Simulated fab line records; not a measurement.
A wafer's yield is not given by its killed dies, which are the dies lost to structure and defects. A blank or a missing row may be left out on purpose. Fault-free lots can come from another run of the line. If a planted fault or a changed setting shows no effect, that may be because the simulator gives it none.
Which tool was responsible? | flow sky130 | 36 wafers from 12 lots sampled at 5 of the route's 708 steps

== WHAT EACH GAUGE READ, for each wafer ==
SKY_LDD_LDN_OVL_MEAS_07. Usual: LDD_LDN_OVL typically reads -0.5 nm, with standard deviation 1.4.
lot  | measured     | on         | LDD_LDN_OVL (nm) | flag
L756 | day 23 07:57 | overlay-01 | 1.7 0.1 3.5      |
L757 | day 23 08:42 | overlay-02 | 0.5 0.7 1.6      |
L758 | day 23 15:17 | overlay-02 | -0.5 -1.2 0.3    |
L759 | day 24 10:00 | overlay-01 | -0.9 -1.5 0.8    |
L763 | day 25 20:47 | overlay-01 | 1.5 0.6 0.8      |
L768 | day 27 11:39 | overlay-02 | -1.7 -2.7 -2.5   |
L769 | day 27 21:00 | overlay-02 | -1.0 -1.6 -0.6   |
L770 | day 28 01:18 | overlay-01 | 0.0 -0.5 0.1     |
L771 | day 28 08:10 | overlay-02 | -2.3 -1.3 -1.5   |
L773 | day 28 23:39 | overlay-01 | 0.8 -0.4 -1.5    |
L778 | day 30 13:05 | overlay-02 | -0.5 -1.1 -0.1   |
L779 | day 30 21:14 | overlay-02 | -1.2 -3.3 -1.4   |

SKY_RES_XHIGH_TW_MEAS_09. Usual: RES_XHIGH_TW typically reads 1649, with standard deviation 9.5.
lot  | measured     | on            | RES_XHIGH_TW   | flag
L756 | day 27 02:13 | film metro-01 | 1657 1650 1651 |
L757 | day 27 04:58 | film metro-03 | 1653 1653 1647 |
L758 | day 27 11:11 | film metro-03 | 1648 1650 1654 |
L759 | day 28 03:06 | film metro-03 | 1649 1647 1659 |
L763 | day 29 11:01 | film metro-03 | 1651 1655 1645 |
L768 | day 31 02:54 | film metro-04 | 1663 1648 1651 |
L769 | day 31 12:01 | film metro-01 | 30 30 30       | OFF
L770 | day 31 18:40 | film metro-04 | 30 30 30       | OFF
L771 | day 31 23:11 | film metro-01 | 1631 1631 1637 |
L773 | day 32 14:16 | film metro-01 | 1643 1640 1641 |
L778 | day 34 00:49 | film metro-04 | 1631 1646 1647 |
L779 | day 34 09:28 | film metro-04 | 1653 1650 1645 |

== WHAT TOOL EACH LOT RAN ON (gives the tool, then ch and the chambers of the sampled wafers, and finally the start) ==
lot  | SKY_LDD_N_STRIP_16                   | SKY_POLY_CUT_STRIP_12                | SKY_RES_XHIGH_DEVELOP_06
L756 | plasma asher-04 ch 0,1, day 18 06:41 | plasma asher-03 ch 0,1, day 24 16:32 | litho track-03 ch 0, day 27 01:49
L757 | plasma asher-03 ch 1, day 18 06:49   | plasma asher-02 ch 1, day 24 17:14   | litho track-02 ch 0, day 27 04:34
L758 | plasma asher-03 ch 0,1, day 18 12:59 | plasma asher-04 ch 0,1, day 25 00:19 | litho track-04 ch 0, day 27 10:49
L759 | plasma asher-01 ch 0, day 19 07:46   | plasma asher-04 ch 0,1, day 25 17:08 | litho track-03 ch 0, day 28 02:42
L763 | plasma asher-01 ch 0,1, day 20 19:22 | plasma asher-03 ch 0,1, day 27 03:41 | litho track-03 ch 0, day 29 10:37
L768 | plasma asher-04 ch 0,1, day 22 14:56 | plasma asher-03 ch 0,1, day 28 18:59 | litho track-04 ch 0, day 31 02:30
L769 | plasma asher-04 ch 0,1, day 22 23:07 | plasma asher-04 ch 0, day 29 04:05   | litho track-03 ch 0, day 31 11:37
L770 | plasma asher-04 ch 0,1, day 23 03:01 | plasma asher-03 ch 0,1, day 29 09:44 | litho track-03 ch 0, day 31 18:17
L771 | plasma asher-04 ch 0,1, day 23 11:32 | plasma asher-04 ch 0,1, day 29 15:14 | litho track-04 ch 0, day 31 22:49
L773 | plasma asher-03 ch 0,1, day 24 03:37 | plasma asher-04 ch 0,1, day 30 06:29 | litho track-02 ch 0, day 32 13:52
L778 | plasma asher-04 ch 0,1, day 25 19:14 | plasma asher-02 ch 0,1, day 31 19:35 | litho track-04 ch 0, day 34 00:25
L779 | plasma asher-01 ch 0,1, day 26 03:49 | plasma asher-03 ch 0,1, day 32 03:20 | litho track-03 ch 0, day 34 09:05
- SKY_LDD_N_STRIP_16: strips in O2/N2.
- SKY_POLY_CUT_STRIP_12: strips in O2/N2.
- SKY_RES_XHIGH_DEVELOP_06: develop time 60 s.

== WHAT THE TOOLS THEMSELVES READ (means of the sampled wafers that have a number; where no wafer has one, the mark that the record gives instead) ==
SKY_LDD_N_STRIP_16. Usual: drypump motor current A 5.6 A, standard deviation 0.36; oes product au 0.406 a.u., standard deviation 0.0046; strip time to endpoint s 4.320 s, standard deviation 0.017.
lot  | tool            | drypump motor current A (A) | oes product au (a.u.) | strip time to endpoint s (s) | flag
L756 | plasma asher-04 | 5.3                         | 0.406                 | 4.311                        |
L757 | plasma asher-03 | 5.9                         | 0.412                 | 4.330                        |
L758 | plasma asher-03 | 5.9                         | 0.407                 | 4.334                        |
L759 | plasma asher-01 | 5.9                         | 0.405                 | 4.353                        |
L763 | plasma asher-01 | 5.8                         | 0.406                 | 4.315                        |
L768 | plasma asher-04 | 5.5                         | 0.406                 | 4.324                        |
L769 | plasma asher-04 | 5.2                         | 0.403                 | 4.315                        |
L770 | plasma asher-04 | 5.5                         | 0.405                 | 4.319                        |
L771 | plasma asher-04 | 5.3                         | 0.408                 | 4.308                        |
L773 | plasma asher-03 | 5.9                         | 0.404                 | 4.323                        |
L778 | plasma asher-04 | 5.2                         | 0.406                 | 4.315                        |
L779 | plasma asher-01 | 5.9                         | 0.405                 | 4.308                        |

SKY_POLY_CUT_STRIP_12. Usual: drypump motor current A 5.7 A, standard deviation 0.35; oes product au 0.452 a.u., standard deviation 0.0046; strip time to endpoint s 5.351 s, standard deviation 0.018.
lot  | tool            | drypump motor current A (A) | oes product au (a.u.) | strip time to endpoint s (s) | flag
L756 | plasma asher-03 | 5.9                         | 0.454                 | 5.370                        |
L757 | plasma asher-02 | 5.7                         | 0.451                 | 5.343                        |
L758 | plasma asher-04 | 5.2                         | 0.451                 | 5.324                        |
L759 | plasma asher-04 | 5.3                         | 0.453                 | 5.342                        |
L763 | plasma asher-03 | 5.9                         | 0.451                 | 5.338                        |
L768 | plasma asher-03 | 5.9                         | 0.451                 | 5.349                        |
L769 | plasma asher-04 | 5.7                         | 0.450                 | 5.348                        |
L770 | plasma asher-03 | 5.9                         | 0.455                 | 5.362                        |
L771 | plasma asher-04 | 5.5                         | 0.452                 | 5.354                        |
L773 | plasma asher-04 | 5.2                         | 0.452                 | 5.382                        |
L778 | plasma asher-02 | 5.8                         | 0.452                 | 5.344                        |
L779 | plasma asher-03 | 6.0                         | 0.445                 | 5.340                        |

== THE ANSWER, worked out from the rows above alone ==
Rule: take the mean of a lot's wafers that have a number; if it is more than 3 standard deviations from the usual mean, the lot is off. A lot without any number at a reading at which 4 lots or more have one is off too. All remaining lots with rows at the step are treated as sound. Order of review: gauges by route order, followed by the tools' own readings, for which a lot's mean as printed above is used. At the first step where some lot is off, the reading lying furthest off is the one used; lots without a number count as furthest.
Off: L769, L770, seen at SKY_RES_XHIGH_TW_MEAS_09 (RES_XHIGH_TW).
A tool fits if, at a process step before that reading, it ran every lot that is off, and no sound lot after the first of them. Those tools and the gauges at SKY_RES_XHIGH_TW_MEAS_09 are tried in the same way. No candidate that was tried fits.

== WHAT THE SIMULATOR HAD INSERTED ==
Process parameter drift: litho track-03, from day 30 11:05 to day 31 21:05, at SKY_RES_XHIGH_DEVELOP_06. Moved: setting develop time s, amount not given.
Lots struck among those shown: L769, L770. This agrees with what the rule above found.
